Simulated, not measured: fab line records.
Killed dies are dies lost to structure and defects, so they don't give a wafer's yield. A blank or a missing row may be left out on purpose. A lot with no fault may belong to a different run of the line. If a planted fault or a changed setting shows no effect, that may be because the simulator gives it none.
Comparing a struck lot with a sound one    flow sky130    17 steps out of a route of 708
Sound: wafers L405.1, L405.4, L405.5. The struck wafers were L415.2, L415.3, L415.4. The cause is named last.
Each step with rows lists, per side, the tool, then ch with its chambers, then its first start. Under that, the readings that differ: sound wafers    struck wafers    difference of the means    sigmas: that difference in standard deviations of wafers without a fault.
alike: same words and numbers on both sides, and readings whose means sit less than 2 such deviations apart. not compared: any withheld reading, any reading some wafer has no value for, any bound like >300 that may hide the same value, and any number with overlapping values for which the record gives no deviation.
A row with sigmas, a row that says differs or no value, or rows on one side alone: a step with any of these is where the two part. Numbers that don't overlap but have no deviation are shown without sigmas and don't part them. A reading missing from all wafers of one side parts the sides only when that side holds two or more wafers.

SKY_LDD_HVP_STRIP_09: strips in O2/N2.
  sound on plasmaAsher-03 ch 0,1, day 22 09:15; struck on plasmaAsher-03 ch 0,1, day 25 23:06
  alike: drypumpMotorCurrentA, o2FlowSccm, oesProductAu, stripTimeToEndpointS
  not compared: rfHoursCounterH
SKY_LDD_HVP_TW_MEAS_10:
  sound: filmMetro-01 at day 22 09:21; struck: filmMetro-04 at day 25 23:13
  alike: LDD_HVP_TW
then, 7 steps without rows for these wafers: SKY_LDD_LDN_DEHYDRATE_00 (time 60 s); SKY_LDD_LDN_HMDS_01 (prime time 60 s); SKY_LDD_LDN_COAT_02 (resist thk 1140 nm); SKY_LDD_LDN_SOFTBAKE_03 (time 60 s); SKY_LDD_LDN_EXPOSE_04 (exposes mask LDNTM, target cd 700 nm); SKY_LDD_LDN_PEB_05; SKY_LDD_LDN_DEVELOP_06 (develop time 60 s).
SKY_LDD_LDN_OVL_MEAS_07:
  sound: overlay-01 at day 23 15:19; struck: overlay-01 at day 27 04:46
  alike: LDD_LDN_OVL
then, 2 steps without rows for these wafers: SKY_LDD_LDN_IMPLANT_08; SKY_LDD_LDN_IMPLANT_09.
SKY_LDD_LDN_IMPLANT_10:
  sound on implanter-04 ch 0, day 23 15:39; struck on implanter-01, day 27 05:08
  no value came back on the struck wafers for beamEnergyKeV, beamOnS (s); on the sound wafers beamEnergyKeV reads 15.003 14.997 15.004
after that, 1 step had no rows for these wafers: SKY_LDD_LDN_IMPLANT_11.
SKY_LDD_LDN_STRIP_12: strips in O2/N2.
  sound on plasmaAsher-02 ch 0,1, day 23 15:57; struck on plasmaAsher-02 ch 0,1, day 27 05:24
reading                   sound              struck             difference  sigmas
stripTimeToEndpointS (s)  14.06 14.16 14.09  14.22 14.19 14.19  +0.10       +2
  alike: drypumpMotorCurrentA, o2FlowSccm, oesProductAu
  not compared: rfHoursCounterH
SKY_LDD_LDN_TW_MEAS_13:
  sound: filmMetro-01 at day 23 16:03; struck: filmMetro-03 at day 27 05:31
reading     sound           struck          difference  sigmas
LDD_LDN_TW  1489 1493 1476  1338 1341 1337  -147        -12
then, 1 step without rows for these wafers: SKY_LDD_LDN_CLEAN_14 (cleans in SC1/SC2, time 150 s).

WHERE THEY PART
First at SKY_LDD_LDN_IMPLANT_10; last, within this record, at SKY_LDD_LDN_TW_MEAS_13.

WHY: whatever the simulator had introduced
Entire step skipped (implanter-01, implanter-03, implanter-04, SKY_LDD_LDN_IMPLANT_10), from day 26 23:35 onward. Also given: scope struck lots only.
